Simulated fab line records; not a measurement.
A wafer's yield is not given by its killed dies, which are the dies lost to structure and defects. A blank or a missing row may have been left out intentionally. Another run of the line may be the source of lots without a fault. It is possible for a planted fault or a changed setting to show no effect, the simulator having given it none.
fab line records | flow gf180mcu
[record] lots = 15 wafers = 45 lastDay = 34
route steps=602 shown CONTACT@302 M1@331 V1@340 M2@362
lots with no fault: from the same line, run without faults
startH: hours from the record's first day to the start of the lot's first wafer shown | waitH: time in hours since the lot's previous step | " same as the row above | L1.1+2: a row that stands for several wafers | - either no value or no given start | * or withheld: withheld | < > ~ a bound
route shown NAME@n: NAME is a module with steps in the file, n the number in the route of the first one | usual: mean/standard deviation taken from wafers without a fault | same: alike in all rows | chamber/n: place in a boat | sites: readings site by site | _std_site: how widely they spread, as a standard deviation | _edge_site: mean of outer sites minus mean of inner sites | radiusMm: for every site, how far away it sits from the centre of the wafer | mask NAME#n: copy n | behind: the tool/chamber that last shaped the wafer | hold: what put the lot on hold/how long, in hours/how the hold closed | device: which transistor (n, p or np) failed to switch | end of line: the tests these same wafers got at the end of their route | a step with no rows: only its recipe | killed: dies lost to structure and defects at the first sort, not the wafer's yield | map: dies across one wafer; x = killed, . = not, _ = none there
set.NAME: the run value of the setting; set.NAME@STEP: its run value at that earlier step | model.NAME: the simulator's own value behind a step, which no gauge read
a sample of lots followed through the steps of the route, with each step as a table and each wafer as a row
services: from which hour (startH, from the record's first day; less than 0 if before it) a tool's chamber was out of use, for how many hours, and why
[[steps]]
[step GF_CONTACT_OVL_MEAS_15]
[usual] CONTACT_OVL = 0/5.8
// columns lot.wafer tool chamber startH waitH CONTACT_OVL[nm]
L730.3 overlay-02 - 359.64 0.1 5
L730.4 " - " " 4
L730.6 " - " " -1
L731.3 overlay-01 - 369.43 0.1 5
L731.4 " - " " -3
L731.6 " - " " -6
L733.1 overlay-02 - 386.17 0.1 -5
L733.3 " - " " -2
L733.4 " - " " 7
L734.1 overlay-02 - 399.87 0.1 1
L734.5 " - " " 3
L734.6 " - " " 7
L735.3 overlay-02 - 411.73 0.1 -1
L735.4 " - " " -1
L735.6 " - " " 0
L736.1 overlay-01 - 422.97 0.1 -3
L736.4 " - " " -6
L736.5 " - " " -2
L738.1 overlay-02 - 432.52 0.1 -5
L738.2 " - " " -8
L738.4 " - " " -2
L739.2 overlay-01 - 444.47 0.1 4
L739.3 " - " " -1
L739.6 " - " " -3
L742.1 overlay-02 - 468.67 0.1 0
L742.3 " - " " 0
L742.5 " - " " -2
L744.1 overlay-01 - 486.17 0.1 5
L744.2 " - " " -3
L744.3 " - " " -3
L745.3 overlay-01 - 493.83 0.1 13
L745.4 " - " " 8
L745.6 " - " " 13
L746.1 overlay-01 - 500.01 0.1 -6
L746.2 " - " " -11
L746.5 " - " " -3
L748.1 overlay-02 - 521.06 0.1 9
L748.5 " - " " 5
L748.6 " - " " -2
L751.1 overlay-02 - 540.02 0.1 4
L751.2 " - " " 4
L751.3 " - " " 8
L753.1 overlay-02 - 566.07 0.1 2
L753.3 " - " " 2
L753.5 " - " " 2
[step GF_M1_METAL_ETCH_16]
[recipe] chemistry = Cl2/BCl3 maskMaterial = KrF targetDepthNm = 627.5 stopOn = SiO2 pressureMtorr = 8 icpW = 800 biasW = 140 Cl2_flow_sccm = 80 bcl3FlowSccm = 40 timeS = 104.6
[usual] bcl3FlowSccm = 40.00/0.12 biasW = 139.9/0.4 drypumpMotorCurrentA = 6.0/0.41 oesProductAu = 0.973/0.0067 throttleValvePct = 28.248/0.01
// columns lot.wafer tool chamber startH waitH bcl3FlowSccm biasW drypumpMotorCurrentA oesProductAu rfHoursCounterH throttleValvePct
L730.3 rieMetal-02 1 383.54 0.1 39.86 139.4 6.2 0.971 - 28.254
L730.4 " 0 " " 39.83 139.8 5.4 0.972 - 28.248
L730.6 " 1 " " 40.00 140.6 6.2 0.978 - 28.239
L731.3 rieMetal-01 1 393.68 0.1 39.96 139.4 5.8 0.978 - 28.238
L731.4 " 1 " " 39.96 139.6 5.8 0.985 - 28.253
L731.6 " 1 " " 40.11 139.4 5.8 0.981 - 28.250
L733.1 rieMetal-01 0 410.12 0.0 39.76 140.2 5.8 0.975 0 28.231
L733.3 " 1 " " 40.09 140.1 5.8 0.983 - 28.241
L733.4 " 0 " " 39.95 140.5 5.8 0.957 - 28.254
L734.1 rieMetal-02 1 424.47 0.0 39.83 139.8 6.2 0.981 10 28.235
L734.5 " 1 " " 39.94 139.7 6.2 0.961 - 28.239
L734.6 " 0 " " 40.17 140.2 5.4 0.975 - 28.254
L735.3 rieMetal-03 0 437.34 0.1 39.73 140.2 6.1 0.969 - 28.257
L735.4 " 1 " " 40.09 140.3 6.6 0.967 - 28.254
L735.6 " 1 " " 39.98 140.0 6.6 0.973 - 28.236
L736.1 rieMetal-01 0 447.97 0.0 39.78 139.1 5.8 0.961 1 28.251
L736.4 " 1 " " 40.09 140.1 5.8 0.971 - 28.244
L736.5 " 0 " " 39.94 139.1 5.8 0.967 - 28.258
L738.1 rieMetal-03 0 458.02 0.0 40.04 140.9 6.0 0.980 11 28.229
L738.2 " 1 " " 40.17 139.9 6.7 0.976 7 28.260
L738.4 " 1 " " 40.05 139.9 6.7 0.971 - 28.248
L739.2 rieMetal-03 1 470.42 0.0 39.92 140.0 6.7 0.987 7 28.240
L739.3 " 1 " " 40.02 139.9 6.7 0.982 - 28.261
L739.6 " 0 " " 39.95 140.0 6.1 0.986 - 28.241
L742.1 rieMetal-02 0 494.37 0.0 40.02 139.7 5.4 0.972 11 28.270
L742.3 " 1 " " 39.92 139.9 6.2 0.975 - 28.256
L742.5 " 1 " " 39.93 139.7 6.2 0.964 - 28.264
L744.1 rieMetal-02 0 510.87 0.0 - - - - - -
L744.2 " 1 " " - - - - - -
L744.3 " 0 " " - - - - - -
L745.3 rieMetal-03 1 518.60 0.1 - - - - - -
L745.4 " 0 " " - - - - - -
L745.6 " 0 " " - - - - - -
L746.1 rieMetal-03 0 525.02 0.0 - - - - - -
L746.2 " 1 " " - - - - - -
L746.5 " 0 " " - - - - - -
L748.1 rieMetal-01 0 545.10 0.0 39.95 140.1 5.8 0.981 3 28.233
L748.5 " 0 " " 39.93 140.2 5.8 0.979 - 28.248
L748.6 " 1 " " 40.00 139.5 5.8 0.971 - 28.239
L751.1 rieMetal-03 0 564.06 0.0 40.24 140.1 6.1 0.968 1 28.245
L751.2 " 1 " " 39.97 140.5 6.7 0.959 10 28.251
L751.3 " 0 " " 40.18 140.1 6.1 0.971 - 28.238
L753.1 rieMetal-02 1 588.90 0.0 40.07 139.7 6.3 0.978 2 28.253
L753.3 " 1 " " 40.10 140.0 6.3 0.982 - 28.237
L753.5 " 1 " " 40.17 139.6 6.3 0.976 - 28.241
[step GF_M1_STRIP_17]
[recipe] chemistry = O2/N2 powerW = 1400 pressureMtorr = 1500 platenTempC = 250 o2FlowSccm = 3000 n2FlowSccm = 300 overashFraction = 0.5
[usual] drypumpMotorCurrentA = 5.6/0.59 heaterPowerW = 337/28 oesProductAu = 0.556/0.005 stripTimeToEndpointS = 7.86/0.051
[same] overashFraction = 0.5
// columns lot.wafer tool chamber startH waitH drypumpMotorCurrentA heaterPowerW oesProductAu rfHoursCounterH stripTimeToEndpointS
L730.3 plasmaAsher-01 1 383.65 0.1 5.6 306 0.559 - 7.93
L730.4 " 0 " " 5.7 340 0.562 - 7.88
L730.6 " 1 " " 5.6 313 0.560 - 7.95
L731.3 plasmaAsher-04 0 393.86 0.1 4.8 340 0.557 - 7.78
L731.4 " 1 " " 6.4 355 0.553 - 7.79
L731.6 " 0 " " 4.7 342 0.543 - 7.76
L733.1 plasmaAsher-02 0 410.23 0.1 6.2 278 0.550 30 7.84
L733.3 " 1 " " 5.2 389 0.558 - 7.81
L733.4 " 0 " " 6.2 286 0.554 - 7.88
L734.1 plasmaAsher-01 0 424.58 0.1 5.7 338 0.557 85 7.92
L734.5 " 1 " " 5.5 296 0.550 - 7.84
L734.6 " 0 " " 5.7 346 0.557 - 7.78
L735.3 plasmaAsher-02 1 437.45 0.1 5.2 402 0.553 - 7.83
L735.4 " 0 " " 6.2 284 0.550 - 7.82
L735.6 " 1 " " 5.2 387 0.558 - 7.85
L736.1 plasmaAsher-01 0 448.08 0.1 5.7 350 0.551 88 7.80
L736.4 " 0 " " 5.8 339 0.559 - 7.77
L736.5 " 0 " " 5.7 331 0.552 - 7.84
L738.1 plasmaAsher-01 1 458.13 0.1 5.6 304 0.556 89 7.84
L738.2 " 0 " " 5.7 347 0.551 89 7.80
L738.4 " 1 " " 5.5 303 0.554 - 7.77
L739.2 plasmaAsher-04 1 470.53 0.1 6.4 359 0.564 70 7.85
L739.3 " 1 " " 6.4 361 0.558 - 7.90
L739.6 " 0 " " 4.8 338 0.558 - 7.87
L742.1 plasmaAsher-02 0 494.48 0.1 6.2 282 0.557 38 7.88
L742.3 " 0 " " 6.2 280 0.558 - 7.88
L742.5 " 0 " " 6.2 285 0.554 - 7.89
L744.1 plasmaAsher-04 1 510.98 0.1 6.4 363 0.666 74 10.19
L744.2 " 0 " " 4.8 349 0.648 74 10.20
L744.3 " 0 " " 4.7 342 0.652 - 10.18
L745.3 plasmaAsher-01 0 518.71 0.1 5.7 335 0.656 - 10.22
L745.4 " 1 " " 5.6 317 0.658 - 10.20
L745.6 " 0 " " 5.8 349 0.658 - 10.23
L746.1 plasmaAsher-04 0 525.13 0.1 4.7 339 0.656 75 10.20
L746.2 " 1 " " 6.4 352 0.663 75 10.19
L746.5 " 0 " " 4.7 342 0.665 - 10.19
L748.1 plasmaAsher-01 1 545.21 0.1 5.6 312 0.553 98 7.81
L748.5 " 0 " " 5.7 343 0.558 - 7.83
L748.6 " 1 " " 5.5 310 0.561 - 7.75
L751.1 plasmaAsher-04 0 564.17 0.1 4.8 339 0.564 79 7.87
L751.2 " 1 " " 6.4 353 0.552 79 7.90
L751.3 " 0 " " 4.7 338 0.555 - 7.87
L753.1 plasmaAsher-04 1 589.01 0.1 6.4 350 0.559 81 7.89
L753.3 " 0 " " 4.8 343 0.555 - 7.85
L753.5 " 1 " " 6.4 355 0.564 - 7.91
[step GF_V1_BOW_MEAS_05]
[recipe] mode = bow
[usual] V1_BOW = 84/8.3
// columns lot.wafer tool chamber startH waitH V1_BOW[um]
L730.3 filmMetro-01 - 384.75 0.3 92
L730.4 " - " " 81
L730.6 " - " " 99
L731.3 filmMetro-02 - 397.38 0.2 80
L731.4 " - " " 82
L731.6 " - " " 97
L733.1 filmMetro-01 - 411.33 0.1 83
L733.3 " - " " 79
L733.4 " - " " 97
L734.1 filmMetro-02 - 425.71 0.1 83
L734.5 " - " " 74
L734.6 " - " " 78
L735.3 filmMetro-01 - 438.55 0.3 87
L735.4 " - " " 89
L735.6 " - " " 96
L736.1 filmMetro-02 - 449.17 0.2 101
L736.4 " - " " 95
L736.5 " - " " 91
L738.1 filmMetro-04 - 459.33 0.2 90
L738.2 " - " " 76
L738.4 " - " " 90
L739.2 filmMetro-04 - 471.64 0.2 69
L739.3 " - " " 87
L739.6 " - " " 74
L742.1 filmMetro-01 - 495.67 0.2 102
L742.3 " - " " 80
L742.5 " - " " 80
L748.1 filmMetro-01 - 546.31 0.2 82
L748.5 " - " " 86
L748.6 " - " " 75
L751.1 filmMetro-01 - 565.33 0.2 72
L751.2 " - " " 71
L751.3 " - " " 84
L753.1 filmMetro-02 - 590.11 0.2 96
L753.3 " - " " 92
L753.5 " - " " 72
[step GF_M2_SPUTTER_00]
[recipe] material = Ti targetThkNm = 37.5 arrivingIonEnergyEv = 80 substrateTempC = 200 chamberPressurePa = 2 powerW = 4000 timeS = 150
[usual] cathodeDcPowerW = 4000.1/0.68 throttleValvePct = 30.0/1.1
// columns lot.wafer tool chamber startH waitH cathodeDcPowerW throttleValvePct
L730.3 pvdSputter-03 - 408.67 0.2 3999.6 30.7
L730.4 " - " " 3999.9 29.5
L730.6 " - " " 4001.1 30.2
L731.3 pvdSputter-01 - 421.47 0.1 4000.6 31.3
L731.4 " - " " 3999.9 29.3
L731.6 " - " " 3998.8 29.5
L733.1 pvdSputter-01 - 436.82 0.2 3999.7 31.4
L733.3 " - " " 4000.2 32.1
L733.4 " - " " 4000.0 29.1
L734.1 pvdSputter-03 - 450.86 0.1 3999.6 30.5
L734.5 " - " " 4000.4 30.6
L734.6 " - " " 3999.8 28.8
L735.3 pvdSputter-01 - 464.25 0.2 4000.8 31.2
L735.4 " - " " 4000.4 29.3
L735.6 " - " " 3999.2 29.6
L736.1 pvdSputter-04 - 475.29 0.2 4000.3 29.0
L736.4 " - " " 4000.3 30.2
L736.5 " - " " 3999.3 29.1
L738.1 pvdSputter-01 - 484.82 0.2 4000.4 29.4
L738.2 " - " " 3999.7 31.4
L738.4 " - " " 4000.2 29.5
L739.2 pvdSputter-04 - 497.21 0.1 4001.8 29.2
L739.3 " - " " 3999.9 29.0
L739.6 " - " " 4000.7 28.8
L742.1 pvdSputter-01 - 520.71 0.1 3999.3 29.2
L742.3 " - " " 3999.0 29.2
L742.5 " - " " 4000.0 32.4
L748.1 pvdSputter-01 - 569.46 0.1 3999.6 29.3
L748.5 " - " " 4001.0 32.0
L748.6 " - " " 3999.8 31.6
L751.1 pvdSputter-01 - 587.71 0.2 3999.5 32.0
L751.2 " - " " 3999.9 31.2
L751.3 " - " " 3999.9 29.5
L753.1 pvdSputter-03 - 611.77 0.1 3999.8 30.2
L753.3 " - " " 3999.5 28.9
L753.5 " - " " 3999.7 30.4
[[services]]
// columns tool chamber startH hours kind
plasmaAsher-02 - 372.37 15.6 pm
pvdSputter-04 - 379.39 1.8 repair
pvdSputter-01 - 397.23 3.1 repair
rieMetal-03 0 398.10 10.6 repair
pvdSputter-01 - 409.27 2.7 repair
rieMetal-03 - 424.93 1.3 repair
pvdSputter-04 - 425.27 1.0 repair
plasmaAsher-02 - 429.73 7.6 repair
rieMetal-03 - 435.45 1.4 pm
rieMetal-03 0 494.08 - clean
rieMetal-03 0 494.08 23.6 scheduledDown
rieMetal-03 0 494.08 23.6 ventCycle
pvdSputter-03 - 494.08 28.4 repair
rieMetal-03 1 508.34 2.6 repair
pvdSputter-04 - 513.52 12.6 repair
rieMetal-01 - 514.30 14.6 pm
rieMetal-02 - 522.46 4.3 pm
plasmaAsher-04 - 526.06 3.6 repair
plasmaAsher-01 - 532.48 0.4 repair
plasmaAsher-02 - 542.58 3.9 repair
pvdSputter-01 2 581.52 - consumableReplace:kit
pvdSputter-01 2 581.52 18.0 scheduledDown
pvdSputter-01 2 581.52 18.0 ventCycle
rieMetal-02 - 587.63 0.5 repair
[[key]]
[firstSign] step = GF_M1_METAL_ETCH_16 reading = toolRecord direction = missing
[effect] step = GF_M1_STRIP_17 reading = stripTimeToEndpointS direction = up sigmas = 46 usual = * struck = *
metAt GF_M1_METAL_ETCH_16
struckLots L744,L745,L746
laterRowsLeftOut L744.1,L744.2,L744.3,L745.3,L745.4,L745.6,L746.1,L746.2,L746.5
sortLeftOut L744.1,L744.2,L744.3,L745.3,L745.4,L745.6,L746.1,L746.2,L746.5
notActingAt GF_CONTACT_OVL_MEAS_15,GF_V1_BOW_MEAS_05,GF_M2_SPUTTER_00
onsetBetween 494.37 510.87
[fault] kind = skippedStepWhole tool = rieMetal-02,rieMetal-03 chamber = - onsetH = 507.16 steps = GF_M1_METAL_ETCH_16 scope = struckLotsOnly
// sortLeftOut: the simulated sort isn't trusted on such a fault, so these wafers' sort isn't shown, and their yield isn't known
// laterRowsLeftOut: the simulator's readings of these wafers behind a module that went badly wrong aren't trusted and aren't shown, but for the sort
